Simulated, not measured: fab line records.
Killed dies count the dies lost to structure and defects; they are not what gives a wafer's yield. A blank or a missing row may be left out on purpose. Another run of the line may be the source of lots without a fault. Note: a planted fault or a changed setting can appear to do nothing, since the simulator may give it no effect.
A struck lot beside a sound one | flow gf180mcu | 13 out of 602 route steps
Sound: the wafers L545.2, L545.5, L545.6. The struck wafers were L543.1, L543.3, L543.4. At the end, the cause is stated.
At each step with rows: each side's tool, then ch and its chambers, then its first start. Under that, the readings that differ: sound wafers | struck wafers | difference of the means | sigmas: that difference in standard deviations of wafers without a fault.
alike: a reading whose means differ by less than 2 such deviations, as well as words and numbers matching on both sides. not compared: withheld readings; readings where some wafer has no value; bounds like >300 that might hide an equal value; numbers whose values overlap and for which the record gives no deviation.
A row with sigmas, a row that says differs or no value, or rows on one side alone: a step with any of these is where the two part. Non-overlapping numbers with no deviation appear without sigmas and do not part them. Lack of a reading on every wafer of one side parts them only where that side has two or more wafers.

GF_V1_CD_MEAS_14 targets a cd of 260 nm.
  sound: cd sem-02 at day 25 18:15; struck: cd sem-02 at day 25 04:56
  alike: cd nm
GF_V1_OVL_MEAS_15:
  sound: overlay-01 at day 25 18:22; struck: overlay-01 at day 25 05:03
  alike: V1_OVL
then, 1 step without rows for these wafers: GF_V1_ETCH_16 (etches BARC in N2/H2).
GF_V1_ETCH_17: etches SiO2 in C4F8/O2/Ar, stops on TiN, target depth 630 nm.
  sound: rie diel-03 ch 0,3; struck: rie diel-01 ch 0,1
  alike: oes product au
GF_V1_STRIP_18: strips in O2/N2.
  sound on plasma asher-01 ch 0,1, day 25 18:31; struck on plasma asher-01 ch 0,1, day 25 05:13
  alike: drypump motor current A, heater power w, oes product au
  not compared: rf hours counter h
then, 2 steps without rows for these wafers: GF_V1_STRIP_19 (strips in post etch residue remover, time 1200 s); GF_V1_CLEAN_20 (cleans in DIW).
GF_V1_SPUTTER_21: material Ti, target thk 15 nm, time 80.02 s.
  sound: pvd sputter-01 at day 25 19:05; struck: pvd sputter-02 at day 25 05:46
  alike: throttle valve pct
GF_V1_SPUTTER_22: material TiN, target thk 10 nm, time 40 s.
  sound: pvd sputter-01 at day 25 19:08; struck: pvd sputter-02 at day 25 05:49
  alike: throttle valve pct
GF_V1_CVD_23: deposits W, target thk 350 nm, time 105.05 s.
  sound on cvd w-02 ch 0,1, day 25 19:11; struck on cvd w-01 ch 0,1, day 25 05:52
  alike: heater power w
GF_V1_RS_MEAS_24: measurement is done with a four-point probe.
  sound: film metro-04 at day 25 19:19; struck: film metro-01 at day 25 05:58
  alike: V1_W_RS
GF_V1_THK_MEAS_25: measures by xrf.
  sound: film metro-04 at day 25 19:25; struck: film metro-01 at day 25 06:05
  alike: V1_W_THK
GF_V1_CMP_26: polishes, stops on SiO2, t overpolish 15.68 s, target thk 0 nm.
  sound on cmp-01 ch 0,1,3, day 25 19:34; struck on cmp-01 ch 1,2,3, day 25 06:09
  no value came back on the struck wafers for any of 6 readings (edge zone pressure frac, head pressure psi (psi) and others); on the sound wafers edge zone pressure frac reads 1.010 0.999 1.007
  reading                             | sound             | struck            | difference | sigmas
  model.W_of_V1_CVD_23.thk nm (nm)    | 0 0 0             | 345.4 352.8 349.6 | +349.3     |
  model.SiO2_of_V1_CVD_02.thk nm (nm) | 629.4 630.3 627.7 | 633.1 635.2 633.5 | +4.8       |

== WHERE THEY PART ==
At GF_V1_CMP_26 and nowhere else, as far as this record goes.

WHY: what had been put in by the simulator
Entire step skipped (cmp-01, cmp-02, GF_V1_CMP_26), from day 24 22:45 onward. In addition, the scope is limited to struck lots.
